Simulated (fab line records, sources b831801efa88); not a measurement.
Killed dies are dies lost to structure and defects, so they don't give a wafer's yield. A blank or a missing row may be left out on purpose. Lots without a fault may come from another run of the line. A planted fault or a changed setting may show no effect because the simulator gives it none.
fab line records | flow sky130
record lots=6 wafers=18 last_day=50
route steps=708 shown METAL5@669 PASSIVATION@681 PAD_OPEN@708
lots that met no fault: from a run of the same line without faults
start_h: hours from the record's first day to the start of the lot's first wafer shown | wait_h: hours since the lot's step before | " the same as in the row above | L1.1+2: a row that stands for several wafers | - no value, or no start given | * or withheld: withheld | < > ~ a bound
route shown NAME@n: a module of which the file shows steps, and the number in the route of the first | usual: mean/standard deviation of fault-free wafers | same: alike in all rows | chamber/n: place in a boat | sites: the reading at each site | _std_site: their standard deviation | _edge_site: outer sites' mean less inner sites' | radius_mm: how far each site lies from the wafer's centre | mask NAME#n: copy n | behind: the tool/chamber that last shaped the wafer | hold: why the lot was held/for how many hours/how that ended | device: the transistor (n, p or np) that didn't switch | end of line: the same wafers' tests at the end of the route | a step without rows: its recipe alone | killed: dies lost to structure and defects at the first sort, not the wafer's yield | map: a wafer's dies, x killed, . not, _ none there
set.NAME: the setting as run; set.NAME@STEP: as run at that earlier step | model.NAME: the simulator's own value behind a step, which no gauge read
lots at some steps of the route; a table a step, a row a wafer
services: from which hour (start_h, from the record's first day; less than 0 if before it) a tool's chamber was out of use, for how many hours, and why
## steps
# step SKY_METAL5_HMDS_08
# recipe prime_time_s=60 prime_temp_c=120
# step SKY_METAL5_COAT_09
# recipe resist=NOVOLAK spin_rpm=3000 resist_thk_nm=1800
# step SKY_METAL5_SOFTBAKE_10
# recipe temp_c=90 time_s=60 resist=NOVOLAK
# step SKY_METAL5_EXPOSE_11
# recipe mask_id=MM5 na=0.6 source_shape=conventional sigma_outer=0.6 polarization=unpolarized target_cd_nm=1600 dose_mj=190
# step SKY_METAL5_PEB_12
# recipe temp_c=withheld time_s=* resist=NOVOLAK
# step SKY_METAL5_DEVELOP_13
# recipe resist=NOVOLAK developer=TMAH develop_time_s=60 dev_temp_c=23
# step SKY_METAL5_DESCUM_14
# recipe chemistry=O2 source_power_w=150 bias_power_w=0 pressure_mtorr=10 temp_c=40 time_s=11
# usual drypump_motor_current_A=5.72/0.24 oes_product_au=0.997/0.012 temp_c=40.00/0.11
# columns lot.wafer tool chamber start_h wait_h drypump_motor_current_A oes_product_au rf_hours_counter_h temp_c
L909.2 rie_metal-02 1 1058.09 0.1 5.57 1.005 7 40.18
L909.3 " 0 " " 6.32 0.999 - 40.00
L909.5 " 1 " " 5.57 1.004 - 40.19
L915.1 rie_metal-02 0 1088.15 0.1 6.31 0.990 16 39.85
L915.4 " 1 " " 5.57 1.008 - 40.15
L915.5 " 0 " " 6.30 1.004 - 39.92
L920.3 rie_metal-04 1 1110.53 0.1 5.74 0.973 - 39.94
L920.5 " 0 " " 5.70 1.011 - 40.10
L920.6 " 1 " " 5.71 0.973 - 39.92
L921.1 rie_metal-03 1 1113.25 0.1 5.47 0.997 18 39.98
L921.2 " 0 " " 5.67 0.981 18 40.06
L921.4 " 0 " " 5.68 0.979 - 39.96
L922.3 rie_metal-04 0 1114.96 0.1 5.67 1.008 - 39.98
L922.5 " 0 " " 5.68 1.007 - 40.20
L922.6 " 1 " " 5.71 0.983 - 39.99
L930.1 rie_metal-03 1 1161.40 0.1 5.48 0.992 24 39.88
L930.5 " 0 " " 5.66 1.004 - 40.11
L930.6 " 1 " " 5.48 1.005 - 40.05
# step SKY_METAL5_METAL_ETCH_15
# recipe target_depth_a=12600 stop_on=SiO2 over_etch_frac=0.2 time_s=252 chemistry=Cl2/BCl3 resist_sidewall_deg=86 pressure_mtorr=10 icp_w=900 bias_w=48.5 Cl2_flow_sccm=60 bcl3_flow_sccm=30
# usual drypump_motor_current_A=5.72/0.24 mfc_cl2_sccm=60.03/0.17 oes_product_au=0.894/0.0051 throttle_valve_pct=22.265/0.0094
# columns lot.wafer tool chamber start_h wait_h drypump_motor_current_A mfc_cl2_sccm oes_product_au rf_hours_counter_h throttle_valve_pct
L909.2 rie_metal-02 1 1058.13 0.0 5.58 59.87 0.896 7 22.277
L909.3 " 0 " " 6.30 59.89 0.884 - 22.242
L909.5 " 1 " " 5.57 59.59 0.897 - 22.258
L915.1 rie_metal-02 0 1088.19 0.0 6.31 59.91 0.891 16 22.246
L915.4 " 1 " " 5.57 60.13 0.887 - 22.279
L915.5 " 0 " " 6.31 60.26 0.895 - 22.264
L920.3 rie_metal-04 1 1110.63 0.1 5.73 60.17 0.887 - 22.276
L920.5 " 0 " " 5.68 60.25 0.894 - 22.265
L920.6 " 1 " " 5.70 59.87 0.895 - 22.262
L921.1 rie_metal-03 1 1113.29 0.0 5.47 59.99 0.891 18 22.276
L921.2 " 0 " " 5.70 59.85 0.888 18 22.264
L921.4 " 0 " " 5.67 59.72 0.904 - 22.249
L922.3 rie_metal-04 0 1115.07 0.1 5.69 60.02 0.893 - 22.278
L922.5 " 0 " " 5.70 59.93 0.894 - 22.263
L922.6 " 1 " " 5.71 59.72 0.907 - 22.274
L930.1 rie_metal-03 1 1161.44 0.0 5.48 60.21 0.896 24 22.265
L930.5 " 0 " " 5.70 60.19 0.892 - 22.273
L930.6 " 1 " " 5.50 60.18 0.894 - 22.259
# step SKY_METAL5_STRIP_16
# recipe chemistry=O2/N2 power_w=1400 pressure_mtorr=1500 platen_temp_c=withheld o2_flow_sccm=3000 n2_flow_sccm=300 overash_fraction=0.5
# usual drypump_motor_current_A=5.6/0.41 oes_product_au=0.710/0.0044 strip_time_to_endpoint_s=13.10/0.16
# columns lot.wafer tool chamber start_h wait_h drypump_motor_current_A oes_product_au rf_hours_counter_h strip_time_to_endpoint_s
L909.2 plasma_asher-04 0 1058.36 0.2 6.0 0.708 98 13.18
L909.3 " 1 " " 6.3 0.702 - 13.23
L909.5 " 1 " " 6.3 0.718 - 13.05
L915.1 plasma_asher-01 1 1088.42 0.2 5.7 0.712 32 13.11
L915.4 " 0 " " 5.2 0.716 - 12.91
L915.5 " 0 " " 5.2 0.704 - 13.00
L920.3 plasma_asher-01 0 1110.82 0.1 5.2 0.708 - 13.10
L920.5 " 0 " " 5.3 0.713 - 12.76
L920.6 " 1 " " 5.6 0.713 - 13.19
L921.1 plasma_asher-02 1 1113.52 0.2 5.1 0.711 5 13.05
L921.2 " 0 " " 5.7 0.712 5 13.24
L921.4 " 1 " " 5.1 0.715 - 13.20
L922.3 plasma_asher-02 1 1115.26 0.1 5.1 0.712 - 12.91
L922.5 " 1 " " 5.1 0.711 - 12.96
L922.6 " 0 " " 5.7 0.704 - 13.24
L930.1 plasma_asher-02 1 1161.67 0.2 5.1 0.698 10 13.18
L930.5 " 1 " " 5.1 0.704 - 13.21
L930.6 " 0 " " 5.7 0.710 - 13.12
# step SKY_METAL5_STRIP_17
# recipe chemistry=post_etch_residue_remover time_s=1200 temp_c=72.5
# step SKY_METAL5_CLEAN_18
# recipe chemistry=IPA time_s=180 temp_c=25
# step SKY_METAL5_CLEAN_19
# recipe chemistry=O3/DIW dry=n2_spin
# step SKY_PASSIVATION_CVD_00
# recipe material=SiO2 target_thk_nm=90 temp_c=400 time_s=withheld rf_w=600
# usual heater_power_w=633/94 susceptor_temp_C=399.99/0.24
# columns lot.wafer tool chamber start_h wait_h heater_power_w susceptor_temp_C model.SiO2_of_PASSIVATION_CVD_00.thk_nm
L909.2 pecvd-04 2 1058.96 0.0 502 399.73 91.19
L909.3 " 1 " " 633 399.81 89.06
L909.5 " 0 " " 550 400.12 91.37
L915.1 pecvd-03 0 1089.03 0.0 530 400.26 89.2
L915.4 " 2 " " 800 399.80 90.36
L915.5 " 0 " " 532 400.27 91.97
L920.3 pecvd-03 1 1111.38 0.0 666 399.97 89.18
L920.5 " 2 " " 728 400.35 90.54
L920.6 " 0 " " 569 400.14 164.9
L921.1 pecvd-03 0 1114.22 0.0 538 400.07 161.9
L921.2 " 2 " " 707 400.01 88.98
L921.4 " 0 " " 524 400.16 164.9
L922.3 pecvd-01 1 1116.16 0.0 660 400.03 90.8
L922.5 " 0 " " 573 400.14 91.41
L922.6 " 2 " " 664 399.86 90.22
L930.1 pecvd-04 0 1162.26 0.0 671 400.08 89.64
L930.5 " 0 " " 658 399.93 90.05
L930.6 " 1 " " 583 399.83 89.96
# step SKY_PASSIVATION_THK_MEAS_01
# recipe reads=SiO2_of_PASSIVATION_CVD_00
# usual PASSIVATION_CVD_00_THK=90.1/1.3
# columns lot.wafer tool chamber start_h wait_h PASSIVATION_CVD_00_THK[nm]
L909.2 film_metro-04 - 1058.99 - 91.2
L909.3 " - " " 89.0
L909.5 " - " " 91.4
L915.1 film_metro-04 - 1089.05 - 89.2
L915.4 " - " " 90.3
L915.5 " - " " 92.0
L920.3 film_metro-04 - 1111.42 - 89.2
L920.5 " - " " 90.6
L920.6 " - " " 164.9
L921.1 film_metro-03 - 1114.24 - 161.9
L921.2 " - " " 88.9
L921.4 " - " " 164.7
L922.3 film_metro-04 - 1116.20 - 90.8
L922.5 " - " " 91.5
L922.6 " - " " 90.2
L930.1 film_metro-04 - 1162.29 - 89.6
L930.5 " - " " 90.1
L930.6 " - " " 90.0
# step SKY_PASSIVATION_CVD_02
# recipe material=Si3N4 target_thk_nm=540 temp_c=400 time_s=withheld rf_w=450
# usual heater_power_w=657/90 susceptor_temp_C=399.96/0.22
# columns lot.wafer tool chamber start_h wait_h heater_power_w susceptor_temp_C
L909.2 pecvd-03 0 1059.04 0.0 628 400.21
L909.3 " 0 " " 523 399.99
L909.5 " 2 " " 905 399.93
L915.1 pecvd-01 0 1089.11 0.1 613 399.92
L915.4 " 0 " " 641 400.07
L915.5 " 1 " " 611 399.94
L920.3 pecvd-04 2 1111.46 0.0 578 400.48
L920.5 " 2 " " 597 400.44
L920.6 " 0 " " 731 400.13
L921.1 pecvd-01 1 1114.30 0.1 721 400.07
L921.2 " 0 " " 587 399.77
L921.4 " 2 " " 736 400.06
L922.3 pecvd-04 0 1116.24 0.0 719 399.86
L922.5 " 2 " " 554 400.22
L922.6 " 0 " " 752 399.62
L930.1 pecvd-01 1 1162.35 0.1 749 399.73
L930.5 " 0 " " 516 399.95
L930.6 " 2 " " 737 399.91
# step SKY_PAD_OPEN_PROBE_99
# usual defect_limited_yield=82.1/1.9 killed_at_M0_to_M3=44/6.6 killed_at_M4_up=3.0/1.9 killed_at_contacts=24/5.1 killed_at_front_end=16/4.6 killed_at_other=0.3/0.59 killed_dies=88/9.5 killed_open=48/6.7 killed_short=40/6.1 sort_bin_3_pad_short=0.9/0.43 sort_bin_5_function=10.7/1.6 sort_bin_6_memory=6.3/1.1 sort_n_pass=404/9.5 sort_yield_pct=82.1/1.9
# same gross_dies=492 killed_at_back_side=0 sort_bin_4_leakage[%]=0 sort_bin_8_speed[%]=0
# columns lot.wafer tool chamber start_h wait_h defect_limited_yield[%] killed_at_M0_to_M3 killed_at_M4_up killed_at_contacts killed_at_front_end killed_at_other killed_dies killed_open killed_short sort_bin_3_pad_short[%] sort_bin_5_function[%] sort_bin_6_memory[%] sort_n_pass sort_yield_pct[%]
L909.2 prober-02 - 1102.52 0.1 82.7 39 4 23 18 1 85 47 38 0.4 10.2 6.7 407 82.7
L909.3 prober-02 - 1102.57 0.2 82.5 48 3 19 16 0 86 49 37 1.6 9.8 6.1 406 82.5
L909.5 prober-02 - 1102.67 0.2 82.7 53 2 22 8 0 85 47 38 2.0 10.6 4.7 407 82.7
# killed by level:class
L909.2 VIA2:geometric_particle:open=11 LI_CONTACT:geometric_particle:open=7 CONTACT:geometric_particle:open=7 FIELD_ISO:geometric_particle:open=6 LOCAL_INTERCONNECT:geometric_particle:short=6 VIA1:geometric_particle:open=6 VIA3:geometric_particle:open=5 METAL4:geometric_particle:short=4
L909.3 CONTACT:geometric_particle:open=9 VIA1:geometric_particle:open=9 VIA2:geometric_particle:open=9 VIA3:geometric_particle:open=7 METAL2:geometric_particle:short=6 POLY_GATE:geometric_particle:open=5 METAL1:geometric_particle:short=5 POLY_GATE:geometric_particle:short=4
L909.5 VIA1:geometric_particle:open=11 VIA2:geometric_particle:open=10 LI_CONTACT:geometric_particle:open=7 CONTACT:geometric_particle:open=7 VIA3:geometric_particle:open=6 LI_CONTACT:geometric_particle:short=5 METAL1:geometric_particle:short=5 METAL3:geometric_particle:short=5
## services
# columns tool chamber start_h hours kind
pecvd-03 - 1037.55 0.4 repair
pecvd-01 - 1038.09 15.6 pm
pecvd-03 - 1043.69 1.2 repair
plasma_asher-02 - 1046.09 2.5 repair
plasma_asher-01 - 1047.77 25.3 repair
plasma_asher-04 - 1053.68 0.5 repair
pecvd-03 1 1055.18 2.1 scheduled_down
plasma_asher-02 - 1055.33 9.0 pm
plasma_asher-02 0 1055.33 9.0 vent_cycle
plasma_asher-02 1 1055.33 9.0 vent_cycle
pecvd-03 1 1057.41 5.5 scheduled_down
plasma_asher-02 0 1064.33 - clean
plasma_asher-02 1 1064.33 - clean
pecvd-03 0 1068.15 5.5 scheduled_down
plasma_asher-04 - 1069.11 1.4 repair
rie_metal-03 0 1093.79 5.3 repair
rie_metal-03 1 1117.79 3.1 repair
pecvd-03 2 1125.19 2.1 scheduled_down
rie_metal-02 - 1127.77 2.8 pm
plasma_asher-04 - 1131.89 0.8 repair
pecvd-01 2 1145.47 5.5 scheduled_down
pecvd-04 1 1146.27 2.1 scheduled_down
pecvd-03 - 1153.54 0.7 repair
## key
first_sign step=SKY_PASSIVATION_THK_MEAS_01 reading=PASSIVATION_CVD_00_THK direction=up sigmas=56 usual=90.1 struck=163.9
effect none on later readings
model_effect step=SKY_PASSIVATION_CVD_00 value=SiO2_of_PASSIVATION_CVD_00.thk_nm without=91.61 struck=163.9
met_at SKY_PASSIVATION_CVD_00
struck_wafers L920.6,L921.1,L921.4
onset_between 1089.03 1111.38
fault kind=process_parameter_drift tool=pecvd-03 chamber=0 onset_h=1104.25 steps=SKY_PASSIVATION_CVD_00 channel=target_thk_nm offset=72.104 shape=step end_h=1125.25 acts_in=these_recipes_only stated=90
